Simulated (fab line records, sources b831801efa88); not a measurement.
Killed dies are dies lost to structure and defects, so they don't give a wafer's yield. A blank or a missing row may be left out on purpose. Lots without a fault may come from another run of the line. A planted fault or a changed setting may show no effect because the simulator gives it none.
A struck lot beside a sound one | flow sky130 | 15 steps out of a route of 708
Sound: wafers L851.3, L851.4, L851.6. Struck: wafer L859.3. (L859.4, L859.6 of the same lot were not struck and are left out.) The cause comes at the end.
At each step with rows: each side's tool, then ch and its chambers, then its first start. Under that, the readings that differ: sound wafers | struck wafers | difference of the means | sigmas: that difference in standard deviations of wafers without a fault.
alike: readings whose means differ by less than 2 such deviations, and words and numbers that are the same on both sides. not compared: withheld readings, readings that some wafer has no value for, bounds like >300 that may hide the same value, and numbers for which the record gives no deviation and whose values overlap.
The two part at a step that has a row with sigmas, a row that says differs or no value, or rows on one side only. Numbers that don't overlap but have no deviation are shown without sigmas and don't part them. A reading that every wafer of one side lacks parts them only if that side has two wafers or more.

SKY_VIA3_ETCH_14: etches BARC in N2/H2, stops on SiO2, time 45.9 s, target depth 60 nm.
  sound on rie_diel-04 ch 0,3, day 40 19:24; struck on rie_diel-04 ch 1, day 42 23:38
  reading                | sound | struck | difference                   | sigmas
  rf_hours_counter_h (h) | - - - | 21     | no value on the sound wafers |
  alike: bias_w, drypump_motor_current_A, oes_product_au, throttle_valve_pct
then, 1 step without rows for these wafers: SKY_VIA3_ETCH_15 (etches SiO2 in C4F8/O2/Ar, stops on TiN, target depth 507 nm, time 78 s).
SKY_VIA3_STRIP_16: strips in O2/N2.
  sound on plasma_asher-03 ch 0,1, day 40 19:34; struck on plasma_asher-01 ch 0, day 42 23:46
  alike: drypump_motor_current_A, oes_product_au, strip_time_to_endpoint_s
  not compared: rf_hours_counter_h
then, 4 steps without rows for these wafers: SKY_VIA3_STRIP_17 (strips in post etch residue remover, time 1200 s); SKY_VIA3_CLEAN_18 (cleans in IPA, time 180 s); SKY_VIA3_CLEAN_19 (cleans in O3/DIW); SKY_VIA3_SPUTTER_20 (material TiN, target thk 20 nm, time 80 s).
SKY_VIA3_CVD_21: deposits W, target thk 390 nm, time 117.31 s.
  sound on cvd_w-01 ch 0,1, day 40 20:14; struck on cvd_w-01 ch 0, day 43 00:26
  alike: heater_power_outer_w, heater_power_w
SKY_VIA3_RS_MEAS_22: measures by four-point-probe.
  sound on film_metro-01, day 40 20:21; struck on film_metro-01, day 43 00:34
  reading            | sound             | struck | difference | sigmas
  VIA3_W_RS (ohm/sq) | 0.293 0.300 0.295 | 0.287  | -0.009     | -2
SKY_VIA3_THK_MEAS_23: measures by xrf.
  sound on film_metro-01, day 40 20:27; struck on film_metro-01, day 43 00:40
  alike: VIA3_W_THK
SKY_VIA3_CMP_24: polishes, stops on SiO2, t overpolish 20 s, target thk 0 nm.
  sound on cmp-02 ch 1,2, day 40 20:29; struck on cmp-01 ch 1, day 43 00:42
  alike: motor_current_A, overpolish_run_s, time_to_endpoint_s
SKY_METAL4_SPUTTER_00: material Ti, target thk 15 nm, time 10 s.
  sound on pvd_sputter-02, day 40 20:47; struck on pvd_sputter-02, day 43 01:00
  alike: chamber_pressure_pa, throttle_valve_pct
SKY_METAL4_SPUTTER_01: material TiN, target thk 20 nm, time 16.7 s.
  sound on pvd_sputter-02, day 40 20:49; struck on pvd_sputter-02, day 43 01:01
  reading                                    | sound             | struck | difference | sigmas
  model.TiN_of_METAL4_SPUTTER_01.thk_nm (nm) | 20.48 20.51 20.46 | 8.032  | -12.451    |
  alike: chamber_pressure_pa, throttle_valve_pct
then, 1 step without rows for these wafers: SKY_METAL4_SPUTTER_02 (material AlCu, target thk 735 nm, time 39.1 s).
-- the record jumps here: 6 days lie between the struck wafers' starts before and after (it left off in module METAL4 and takes up again in module PAD_OPEN, whose first step shown is number 708 of the route) --
SKY_PAD_OPEN_PROBE_99:
  sound on prober-02, day 46 19:12; struck on prober-01, day 48 15:31
  reading     | sound    | struck | difference | sigmas
  killed_open | 62 63 62 | 45     | -17        | -2
  alike: defect_limited_yield, killed_at_M0_to_M3, killed_at_M4_up, killed_at_contacts, killed_at_front_end, killed_at_other, killed_dies, killed_on_rim, killed_short, sort_bin_3_pad_short, sort_bin_5_function, sort_bin_6_memory, sort_n_pass, sort_yield_pct

WHERE THEY PART
First at SKY_VIA3_ETCH_14; last, within this record, at SKY_PAD_OPEN_PROBE_99.

WHY: what the simulator had put in
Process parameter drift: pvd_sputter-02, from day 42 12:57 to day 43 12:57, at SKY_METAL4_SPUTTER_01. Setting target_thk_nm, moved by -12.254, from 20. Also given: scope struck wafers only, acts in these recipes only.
